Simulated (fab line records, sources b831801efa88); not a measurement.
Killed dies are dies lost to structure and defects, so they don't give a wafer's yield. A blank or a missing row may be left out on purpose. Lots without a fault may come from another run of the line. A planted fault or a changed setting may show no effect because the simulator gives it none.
fab line records | flow sky130
record lots=10 wafers=30 last_day=50
route steps=708 shown CAP2M@603 VIA4@652 METAL5@663 PAD_OPEN@708
lots that met no fault: from a run of the same line without faults
start_h: hours from the record's first day to the start of the lot's first wafer shown | wait_h: hours since the lot's step before | " the same as in the row above | L1.1+2: a row that stands for several wafers | - no value, or no start given | * or withheld: withheld | < > ~ a bound
route shown NAME@n: a module of which the file shows steps, and the number in the route of the first | usual: mean/standard deviation of fault-free wafers | same: alike in all rows | chamber/n: place in a boat | sites: the reading at each site | _std_site: their standard deviation | _edge_site: outer sites' mean less inner sites' | radius_mm: how far each site lies from the wafer's centre | mask NAME#n: copy n | behind: the tool/chamber that last shaped the wafer | hold: why the lot was held/for how many hours/how that ended | device: the transistor (n, p or np) that didn't switch | end of line: the same wafers' tests at the end of the route | a step without rows: its recipe alone | killed: dies lost to structure and defects at the first sort, not the wafer's yield | map: a wafer's dies, x killed, . not, _ none there
set.NAME: the setting as run; set.NAME@STEP: as run at that earlier step | model.NAME: the simulator's own value behind a step, which no gauge read
steps of the route over a sample of lots; a table a step, a row a wafer
services: from which hour (start_h, from the record's first day; less than 0 if before it) a tool's chamber was out of use, for how many hours, and why
## steps
# step SKY_CAP2M_CVD_00
# recipe material=SiO2 target_thk_nm=15.5 temp_c=400 time_s=withheld rf_w=450
# usual heater_power_w=755/59
# columns lot.wafer tool chamber start_h wait_h heater_power_w
L493.1 pecvd-04 2 932.21 0.0 804
L493.2 " 0 " " 725
L493.4 " 0 " " 718
L495.1 pecvd-03 2 947.66 0.0 807
L495.2 " 1 " " 734
L495.6 " 0 " " 722
L498.3 pecvd-01 2 984.88 0.0 674
L498.5 " 2 " " 685
L498.6 " 1 " " 782
L500.2 pecvd-03 2 990.61 0.0 725
L500.4 " 0 " " 700
L500.6 " 1 " " 718
L503.1 pecvd-01 2 1010.65 0.0 701
L503.4 " 0 " " 786
L503.6 " 0 " " 789
L508.1 pecvd-03 1 1044.96 0.0 762
L508.2 " 2 " " 711
L508.5 " 0 " " 689
L509.2 pecvd-04 1 1047.86 0.0 827
L509.4 " 2 " " 783
L509.5 " 0 " " 684
L512.1 pecvd-04 1 1062.26 0.0 787
L512.2 " 2 " " 701
L512.6 " 1 " " 798
L514.1 pecvd-03 1 1079.97 0.0 756
L514.3 " 0 " " 725
L514.6 " 2 " " 705
L516.2 pecvd-01 0 1082.00 0.0 781
L516.5 " 0 " " 758
L516.6 " 2 " " 683
# step SKY_CAP2M_THK_MEAS_04
# recipe thk_meas_gauge=xrf reads=TiN_of_CAP2M_SPUTTER_02
# usual CAP2M_TIN_THK=201.3/1.7
# columns lot.wafer tool chamber start_h wait_h CAP2M_TIN_THK[nm]
L493.1 film_metro-03 - 932.53 0.1 198.3
L493.2 " - " " 198.8
L493.4 " - " " 199.3
L495.1 film_metro-03 - 947.98 0.1 201.1
L495.2 " - " " 201.8
L495.6 " - " " 201.4
L498.3 film_metro-03 - 985.21 0.1 201.1
L498.5 " - " " 201.6
L498.6 " - " " 200.5
L500.2 film_metro-03 - 990.93 0.1 198.3
L500.4 " - " " 199.4
L500.6 " - " " 198.6
L503.1 film_metro-03 - 1010.97 0.1 198.7
L503.4 " - " " 200.6
L503.6 " - " " 199.7
L508.1 film_metro-04 - 1045.27 0.1 200.4
L508.2 " - " " 199.8
L508.5 " - " " 200.7
L509.2 film_metro-04 - 1048.18 0.1 201.3
L509.4 " - " " 202.3
L509.5 " - " " 203.6
L512.1 film_metro-01 - 1062.57 0.1 199.8
L512.2 " - " " 201.6
L512.6 " - " " 202.1
L514.1 film_metro-01 - 1080.28 0.1 198.7
L514.3 " - " " 201.4
L514.6 " - " " 199.1
L516.2 film_metro-03 - 1082.32 0.1 199.7
L516.5 " - " " 199.7
L516.6 " - " " 200.3
# step SKY_VIA4_STRIP_13
# recipe chemistry=O2/N2 power_w=1400 pressure_mtorr=1500 platen_temp_c=withheld o2_flow_sccm=3000 n2_flow_sccm=300 overash_fraction=0.5
# usual drypump_motor_current_A=5.78/0.13 n2_flow_sccm=299.8/0.84 oes_product_au=0.709/0.0045 strip_time_to_endpoint_s=12.805/0.026
# columns lot.wafer tool chamber start_h wait_h drypump_motor_current_A n2_flow_sccm oes_product_au rf_hours_counter_h strip_time_to_endpoint_s
L493.1 plasma_asher-04 1 1004.16 - 5.82 298.1 0.705 57 12.787
L493.2 " 0 " " 5.66 299.3 0.706 57 12.837
L493.4 " 0 " " 5.71 299.9 0.708 - 12.774
L495.1 plasma_asher-04 1 1019.64 - 5.79 299.5 0.707 58 12.769
L495.2 " 0 " " 5.69 301.7 0.718 58 12.827
L495.6 " 1 " " 5.80 299.1 0.709 - 12.825
L498.3 plasma_asher-03 0 1055.78 - 6.02 298.5 0.716 - 12.820
L498.5 " 0 " " 6.04 299.3 0.707 - 12.781
L498.6 " 1 " " 5.57 299.8 0.708 - 12.767
L500.2 plasma_asher-04 1 1059.84 - 5.79 299.7 0.710 63 12.764
L500.4 " 0 " " 5.70 299.4 0.706 - 12.847
L500.6 " 1 " " 5.81 299.4 0.710 - 12.840
L503.1 plasma_asher-01 1 1078.96 - 5.78 299.5 0.705 33 12.850
L503.4 " 0 " " 5.84 301.0 0.714 - 12.840
L503.6 " 1 " " 5.77 299.9 0.715 - 12.788
L508.1 plasma_asher-01 1 1110.44 - 5.76 298.7 0.713 36 12.798
L508.2 " 0 " " 5.83 299.0 0.712 36 12.792
L508.5 " 0 " " 5.83 298.5 0.713 - 12.842
L509.2 plasma_asher-03 1 1112.16 - 5.58 301.1 0.706 94 12.820
L509.4 " 0 " " 6.03 300.3 0.718 - 12.819
L509.5 " 0 " " 6.05 300.4 0.709 - 12.761
L512.1 plasma_asher-01 1 1125.36 - 5.79 300.8 0.709 38 12.806
L512.2 " 0 " " 5.86 300.2 0.717 38 12.767
L512.6 " 1 " " 5.78 301.3 0.712 - 12.797
L514.1 plasma_asher-04 0 1142.99 - 5.71 298.5 0.705 71 12.774
L514.3 " 1 " " 5.80 300.4 0.708 - 12.837
L514.6 " 1 " " 5.82 300.3 0.713 - 12.774
L516.2 plasma_asher-03 0 1144.09 - 6.05 300.2 0.711 98 12.831
L516.5 " 0 " " 6.06 299.0 0.707 - 12.836
L516.6 " 1 " " 5.55 301.0 0.711 - 12.841
# step SKY_METAL5_SPUTTER_02
# recipe material=AlCu target_thk_nm=1150 power_w=10600 time_s=61.2 chamber_pressure_pa=0.4
# usual chamber_pressure_pa=0.3999/0.00083 throttle_valve_pct=30.5/0.59
# same time_s=61.2
# columns lot.wafer tool chamber start_h wait_h chamber_pressure_pa throttle_valve_pct
L493.1 pvd_sputter-03 - 1005.58 0.0 0.3987 31.3
L493.2 " - " " 0.4007 31.3
L493.4 " - " " 0.3996 30.7
L495.1 pvd_sputter-01 - 1021.25 0.0 0.3999 30.2
L495.2 " - " " 0.4010 30.8
L495.6 " - " " 0.3998 30.5
L498.3 pvd_sputter-03 - 1057.08 0.0 0.4009 31.4
L498.5 " - " " 0.3998 31.2
L498.6 " - " " 0.4006 31.2
L500.2 pvd_sputter-03 - 1061.61 0.0 0.4002 29.8
L500.4 " - " " 0.3996 31.4
L500.6 " - " " 0.4006 29.6
L503.1 pvd_sputter-01 - 1080.29 0.0 0.3993 30.0
L503.4 " - " " 0.3996 30.4
L503.6 " - " " 0.4008 29.8
L508.1 pvd_sputter-03 - 1112.27 0.0 0.4634 29.0
L508.2 " - " " 0.4641 27.6
L508.5 " - " " 0.4635 27.8
L509.2 pvd_sputter-03 - 1113.85 0.0 0.4641 29.0
L509.4 " - " " 0.4645 29.0
L509.5 " - " " 0.4651 28.8
L512.1 pvd_sputter-04 - 1126.69 0.0 0.3996 30.0
L512.2 " - " " 0.4003 29.8
L512.6 " - " " 0.4002 30.2
L514.1 pvd_sputter-01 - 1144.33 0.0 0.4011 30.1
L514.3 " - " " 0.4007 30.1
L514.6 " - " " 0.4005 30.6
L516.2 pvd_sputter-04 - 1145.43 0.0 0.4014 29.9
L516.5 " - " " 0.4006 29.9
L516.6 " - " " 0.4005 29.9
# step SKY_METAL5_RS_MEAS_05
# recipe thk_meas_gauge=four-point-probe reads=TiN_of_METAL5_SPUTTER_04+Ti_of_METAL5_SPUTTER_03+AlCu_of_METAL5_SPUTTER_02+TiN_of_METAL5_SPUTTER_01+Ti_of_METAL5_SPUTTER_00
# usual METAL5_ALCU_RS=0.0273/0.00031
# columns lot.wafer tool chamber start_h wait_h METAL5_ALCU_RS[ohm/sq]
L493.1 film_metro-04 - 1005.70 0.0 0.0274
L493.2 " - " " 0.0275
L493.4 " - " " 0.0274
L495.1 film_metro-01 - 1021.37 0.0 0.0271
L495.2 " - " " 0.0275
L495.6 " - " " 0.0275
L498.3 film_metro-01 - 1057.23 0.1 0.0273
L498.5 " - " " 0.0275
L498.6 " - " " 0.0276
L500.2 film_metro-01 - 1061.75 0.0 0.0274
L500.4 " - " " 0.0274
L500.6 " - " " 0.0273
L503.1 film_metro-02 - 1080.41 0.0 0.0269
L503.4 " - " " 0.0273
L503.6 " - " " 0.0272
L508.1 film_metro-01 - 1112.39 0.0 0.0287
L508.2 " - " " 0.0283
L508.5 " - " " 0.0287
L509.2 film_metro-04 - 1113.99 0.0 0.0288
L509.4 " - " " 0.0286
L509.5 " - " " 0.0289
L512.1 film_metro-02 - 1126.81 0.0 0.0273
L512.2 " - " " 0.0274
L512.6 " - " " 0.0275
L514.1 film_metro-01 - 1144.45 0.0 0.0270
L514.3 " - " " 0.0271
L514.6 " - " " 0.0270
L516.2 film_metro-01 - 1145.57 0.0 0.0273
L516.5 " - " " 0.0273
L516.6 " - " " 0.0272
# step SKY_METAL5_THK_MEAS_06
# recipe thk_meas_gauge=xrf reads=AlCu_of_METAL5_SPUTTER_02
# usual METAL5_ALCU_THK=1154/14
# columns lot.wafer tool chamber start_h wait_h METAL5_ALCU_THK[nm]
L493.1 film_metro-04 - 1005.82 0.1 1150
L493.2 " - " " 1145
L493.4 " - " " 1141
L495.1 film_metro-01 - 1021.49 0.1 1165
L495.2 " - " " 1146
L495.6 " - " " 1149
L498.3 film_metro-01 - 1057.33 0.1 1151
L498.5 " - " " 1145
L498.6 " - " " 1140
L500.2 film_metro-01 - 1061.86 0.1 1137
L500.4 " - " " 1148
L500.6 " - " " 1139
L503.1 film_metro-02 - 1080.53 0.1 1180
L503.4 " - " " 1158
L503.6 " - " " 1163
L508.1 film_metro-01 - 1112.51 0.1 1103
L508.2 " - " " 1124
L508.5 " - " " 1105
L509.2 film_metro-04 - 1114.10 0.1 1095
L509.4 " - " " 1101
L509.5 " - " " 1093
L512.1 film_metro-02 - 1126.93 0.1 1159
L512.2 " - " " 1156
L512.6 " - " " 1156
L514.1 film_metro-01 - 1144.57 0.1 1171
L514.3 " - " " 1164
L514.6 " - " " 1176
L516.2 film_metro-01 - 1145.68 0.1 1152
L516.5 " - " " 1155
L516.6 " - " " 1155
# step SKY_PAD_OPEN_PROBE_99
# usual defect_limited_yield=82.6/1.9 killed_at_M0_to_M3=43/6.9 killed_at_M4_up=3.0/1.8 killed_at_contacts=24/4.8 killed_at_front_end=15/4.5 killed_at_other=0.4/0.67 killed_dies=86/9.2 killed_open=46/6.9 killed_short=39/6 sort_bin_3_pad_short=0.8/0.39 sort_bin_5_function=10.2/1.3 sort_bin_6_memory=6.3/1.2 sort_n_pass=406/9.2 sort_yield_pct=82.6/1.9
# same gross_dies=492 killed_at_back_side=0 sort_bin_4_leakage[%]=0 sort_bin_8_speed[%]=0
# columns lot.wafer tool chamber start_h wait_h defect_limited_yield[%] killed_at_M0_to_M3 killed_at_M4_up killed_at_contacts killed_at_front_end killed_at_other killed_dies killed_open killed_short sort_bin_3_pad_short[%] sort_bin_5_function[%] sort_bin_6_memory[%] sort_n_pass sort_yield_pct[%]
L509.2 prober-01 - 1174.52 0.1 84.1 36 1 28 12 1 78 43 34 1.0 9.1 5.7 414 84.1
L509.4 prober-01 - 1174.62 0.2 82.3 44 2 22 19 0 87 45 42 1.0 10.6 6.1 405 82.3
L509.5 prober-01 - 1174.67 0.2 82.1 46 1 26 13 2 88 52 36 1.0 11.0 5.9 404 82.1
# killed by level:class
L509.2 CONTACT:geometric_particle:open=14 VIA2:geometric_particle:open=7 VIA1:geometric_particle:open=7 LOCAL_INTERCONNECT:geometric_particle:short=6 METAL2:geometric_particle:short=6 LI_CONTACT:geometric_particle:open=5 VIA1:geometric_particle:short=5 METAL1:geometric_particle:short=4
L509.4 METAL1:geometric_particle:short=9 VIA1:geometric_particle:open=8 VIA2:geometric_particle:open=7 LI_CONTACT:geometric_particle:open=6 VIA3:geometric_particle:open=6 CONTACT:geometric_particle:short=5 CONTACT:geometric_particle:open=5 POLY_GATE:geometric_particle:open=4
L509.5 VIA1:geometric_particle:open=13 LI_CONTACT:geometric_particle:open=11 METAL2:geometric_particle:short=9 CONTACT:geometric_particle:open=6 VIA2:geometric_particle:open=6 METAL2:geometric_particle:open=5 FIELD_ISO:geometric_particle:short=4 LI_CONTACT:geometric_particle:short=4
## services
# columns tool chamber start_h hours kind
pecvd-04 1 931.73 9.2 repair
pvd_sputter-01 - 942.08 3.2 repair
pvd_sputter-04 - 943.85 4.6 repair
pecvd-01 - 948.82 6.0 pm
plasma_asher-03 - 955.74 1.0 repair
plasma_asher-03 - 958.38 2.8 pm
pvd_sputter-04 - 964.83 0.5 repair
pvd_sputter-03 3 986.61 - consumable_replace:kit
pvd_sputter-03 3 986.61 18.0 scheduled_down
pvd_sputter-03 3 986.61 18.0 vent_cycle
pecvd-01 - 988.74 0.2 repair
pecvd-03 1 1002.29 5.5 scheduled_down
pvd_sputter-01 - 1005.36 0.5 repair
pecvd-01 2 1030.96 5.8 repair
plasma_asher-03 - 1040.01 7.5 repair
pecvd-01 - 1041.73 3.5 repair
pecvd-03 - 1052.57 0.2 repair
pvd_sputter-03 2 1101.12 - consumable_replace:kit
pvd_sputter-03 2 1101.12 18.0 scheduled_down
pvd_sputter-03 2 1101.12 18.0 vent_cycle
pvd_sputter-03 - 1106.45 4.1 repair
pecvd-04 2 1109.45 5.6 repair
pecvd-03 2 1132.37 8.7 repair
pvd_sputter-04 - 1134.08 0.8 repair
## key
first_sign step=SKY_METAL5_SPUTTER_02 reading=chamber_pressure_pa direction=up sigmas=77 usual=0.3999 struck=0.4641
effect step=SKY_METAL5_SPUTTER_02 reading=throttle_valve_pct direction=down sigmas=3.3 usual=30.5 struck=28.5
effect step=SKY_METAL5_RS_MEAS_05 reading=METAL5_ALCU_RS direction=up sigmas=4.5 usual=0.0273 struck=0.0287
effect step=SKY_METAL5_THK_MEAS_06 reading=METAL5_ALCU_THK direction=down sigmas=3.7 usual=1154 struck=1103
met_at SKY_METAL5_SPUTTER_02
struck_lots L508,L509
not_acting_at SKY_CAP2M_CVD_00,SKY_CAP2M_THK_MEAS_04,SKY_VIA4_STRIP_13
onset_between 1061.61 1112.27
fault kind=process_parameter_drift tool=pvd_sputter-03 chamber=- onset_h=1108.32 steps=SKY_METAL5_SPUTTER_02 channel=chamber_pressure_pa offset=0.064578 shape=step end_h=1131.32 acts_in=these_recipes_only stated=0.4
